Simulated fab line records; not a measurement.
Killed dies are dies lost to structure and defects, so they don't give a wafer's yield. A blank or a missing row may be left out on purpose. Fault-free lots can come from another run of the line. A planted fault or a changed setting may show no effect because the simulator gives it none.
One fault through the eyes of 2 desks | flow sky130 | each desk holds nothing but its own numbers, with what lay behind them at the end

== AT THE TOOL OWNER'S DESK: pvd sputter-02 ==
The tool's own readings at SKY_LOCAL_INTERCONNECT_SPUTTER_00 (material TiN, target thk 100 nm, time 83.3 s): means of the sampled wafers that have a number, for each lot that ran on this tool. Marked OUT: a lot whose mean sits more than 4 standard deviations from the usual mean, which makes it out of limits; the brackets give that distance.
Columns: A = throttle valve pct at SKY_LOCAL_INTERCONNECT_SPUTTER_00, usual 30.2 %
lot  | first seen here | A
L514 | day 31 06:04    | 30.2
L516 | day 31 14:57    | 29.9
L519 | day 32 23:36    | 30.0
L525 | day 34 08:30    | 30.0
L526 | day 34 20:13    | 29.8
Result from this desk: across the 5 lots, nothing is out of limits.

== AT THE METROLOGY DESK ==
What the gauges read, lot by lot, whatever tool the lot ran on: means of the sampled wafers that have a number. Marked OUT: a lot whose mean sits more than 4 standard deviations from the usual mean, which makes it out of limits; the brackets give that distance.
Columns: A = POLY_GATE_OXIDATION_THK at SKY_POLY_GATE_THK_MEAS_21, usual 4.00 nm; B = cd nm at SKY_POLY_GATE_CD_MEAS_22, usual 151.6 nm; C = LOCAL_INTERCONNECT_TIN_RS at SKY_LOCAL_INTERCONNECT_RS_MEAS_01, usual 14.10 ohm/sq; D = LOCAL_INTERCONNECT_TIN_THK at SKY_LOCAL_INTERCONNECT_THK_MEAS_02, usual 98.9 nm
lot  | first seen here | A    | B     | C                | D
L509 | day 16 07:53    | 4.02 | 151.2 | 14.16            | 99.2
L513 | day 17 23:29    | 3.97 | 151.7 | 14.17            | 98.5
L514 | day 18 16:50    | 3.95 | 152.8 | 14.32            | 97.8
L516 | day 19 03:44    | 3.97 | 151.9 | 14.22            | 98.1
L519 | day 20 15:20    | 4.03 | 148.6 | 14.17            | 98.3
L525 | day 22 05:17    | 3.95 | 152.1 | 15.22 (+7.0) OUT | 92.2 (-6.1) OUT
L526 | day 22 15:36    | 4.00 | 150.9 | 14.85 (+4.7) OUT | 94.1 (-4.4) OUT
L528 | day 23 15:07    | 4.08 | 149.2 | 13.96            | 99.3
L530 | day 24 01:18    | 3.93 | 151.8 | 14.05            | 98.9
L531 | day 24 06:55    | 3.99 | 152.3 | 14.23            | 98.3
Per this desk, out of limits: L525, L526; the first was L525, day 34 08:34 (LOCAL_INTERCONNECT_TIN_RS at SKY_LOCAL_INTERCONNECT_RS_MEAS_01). L509, L513, L514, L516, L519, L528, L530, L531: within limits.

== TAKEN TOGETHER ==
On L525, L526, the metrology desk was in a position to raise an alarm at day 34 08:34.
The tool owner's desk saw nothing out of limits.
On record at the tool owner's desk: L525, L526, within its limits.
Of the lots named, all ran SKY_LOCAL_INTERCONNECT_SPUTTER_00 on pvd sputter-02.

== WHAT WAS PUT IN BY THE SIMULATOR ==
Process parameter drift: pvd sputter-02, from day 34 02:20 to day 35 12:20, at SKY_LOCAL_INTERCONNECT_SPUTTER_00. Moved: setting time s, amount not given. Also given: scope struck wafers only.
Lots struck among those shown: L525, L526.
Delay in hours, fault start to first out-of-limits reading, per desk: metrology desk 6.
